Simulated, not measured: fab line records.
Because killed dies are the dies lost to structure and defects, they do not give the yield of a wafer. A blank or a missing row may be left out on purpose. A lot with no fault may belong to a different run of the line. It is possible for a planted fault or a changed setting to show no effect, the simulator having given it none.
Split-lot trial -- flow sfqLine -- 15 wafers read from 5 lots, route of 325 steps

THE SPLIT ITSELF
At SFQ_TRILAYER_M1_LITHO_COAT_039 (resist thk 600 nm), the setting spinRpm was moved away from the recipe's 3000 rpm on 4 of the 15 wafers read, by -4.7% to +7.2%. The other wafers ran this setting at the recipe's value.

FROM THE SPLIT TO THE READING: what the file shows between them, 4 steps
- SFQ_TRILAYER_M1_LITHO_SOFTBAKE_043
- SFQ_TRILAYER_M1_LITHO_EXPOSE_040: exposes mask M1, target cd 500 nm
- SFQ_TRILAYER_M1_LITHO_DEVELOP_041: time 60 s
- SFQ_TRILAYER_M1_BARC_OPEN_METAL_ETCH_054: etches BARC in O2, target depth 125 nm, time 41.7 s

THE READING
KrF_of_TRILAYER_M1_LITHO_COAT_039.thkNm (the simulator's own value, which no gauge read), in nm, at SFQ_TRILAYER_M1_ETCH_METAL_ETCH_042 (etches Nb in Cl2/Ar, stops on SiO2, target depth 240 nm, time 120 s). There is no usual value for it anywhere in the file. Across the 11 wafers here that went through the recipe, the average is 375.9 nm and the standard deviation 6.5 nm.

wafer,"tool, chamber at the split","spinRpm as run, rpm",against the recipe,"KrF_of_TRILAYER_M1_LITHO_COAT_039.thkNm, nm",against lot-mates on the recipe
L077.1,"lithoTrack-02, 0",3000,recipe,376.9,-
L077.2,"lithoTrack-02, 0",3000,recipe,384.4,-
L077.3,"lithoTrack-02, 0",3000,recipe,386.7,-
L082.2,"lithoTrack-04, 0",3000,recipe,365.4,-
L082.3,"lithoTrack-04, 0",3000,recipe,369.6,-
L083.1,"lithoTrack-01, 0",3000,recipe,373.8,-
L083.2,"lithoTrack-01, 0",3215,+7.2%,358.4,-17.4
L083.4,"lithoTrack-01, 0",3000,recipe,379.6,-
L083.5,"lithoTrack-01, 0",3000,recipe,374.1,-
L083.6,"lithoTrack-01, 0",3215,+7.2%,361.7,-14.1
L084.2,"lithoTrack-02, 0",2860,-4.7%,386.9,+18.6
L084.3,"lithoTrack-02, 0",3000,recipe,368.3,-
L084.4,"lithoTrack-02, 0",2860,-4.7%,388.2,+19.9
L085.1,"lithoTrack-01, 0",3000,recipe,382,-
L085.4,"lithoTrack-01, 0",3000,recipe,374.5,-

THE FIT
A straight line over all 15 wafers: KrF_of_TRILAYER_M1_LITHO_COAT_039.thkNm changes by -2.3 nm for each +1% of spinRpm; r = -0.79; the points scatter about the line by 6 nm.
The same after taking each lot's own level away (the mean of its wafers on the recipe; 15 wafers): -2.82 nm for each +1%; r = -0.92; scatter 3.9 nm.
The reading moves by 20 nm for the largest change in spinRpm, on that fit.
From 367.50 to 382.67 nm: that is the span of the lots' own levels, equal to 2.4 times the standard deviation above.
So the lot-to-lot level blurs the effect unless lot-mates are compared.
Check: with one of the wafers moved furthest among these (+7.2%) left out of the fit, the line predicts -19.7 nm for it against its lot-mates. It came out at -17.4 nm against them.

THESE WAFERS: OTHER SPLITS
Before the reading, these wafers also passed through other splits. Each is held against what the fit with the lots' levels taken away leaves over:
other split on the same wafers,wafers away from the commonest value,r with KrF_of_TRILAYER_M1_LITHO_COAT_039.thkNm (lot level and that fit taken away)
SFQ_TRILAYER_L0_DEP_SPUTTER_003 timeS,4,+0.56
SFQ_TRILAYER_L0_LITHO_EXPOSE_006 doseMj,7,-0.28
SFQ_TRILAYER_M0_LITHO_COAT_021 spinRpm,3,-0.03
SFQ_TRILAYER_M0_ETCH_METAL_ETCH_024 timeS,4,-0.35
SFQ_TRILAYER_I0_VIA_LITHO_COAT_036 spinRpm,3,-0.15
SFQ_TRILAYER_M1_DEP_SPUTTER_037 timeS,0,-

THE WHOLE CHAIN: every reading that the file lists as answering this split, in the file's order
step,what it does,reading,change (the file's fit),r (the file's)
SFQ_TRILAYER_M1_LITHO_COAT_039,resist thk 600 nm,"KrF_of_TRILAYER_M1_LITHO_COAT_039.thkNm (the simulator's own value, which no gauge read)",-2.95 nm for each +1% of the setting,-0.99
SFQ_TRILAYER_M1_BARC_OPEN_METAL_ETCH_054,"etches BARC in O2, target depth 125 nm, time 41.7 s","KrF_of_TRILAYER_M1_LITHO_COAT_039.thkNm (the simulator's own value, which no gauge read)",-2.85 nm for each +1% of the setting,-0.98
SFQ_TRILAYER_M1_ETCH_METAL_ETCH_042,"etches Nb in Cl2/Ar, stops on SiO2, target depth 240 nm, time 120 s","KrF_of_TRILAYER_M1_LITHO_COAT_039.thkNm (the simulator's own value, which no gauge read)",-2.57 nm for each +1% of the setting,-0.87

FILE'S OWN FIT
KrF_of_TRILAYER_M1_LITHO_COAT_039.thkNm changes by -2.57 nm for each +1% of spinRpm, r = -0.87.
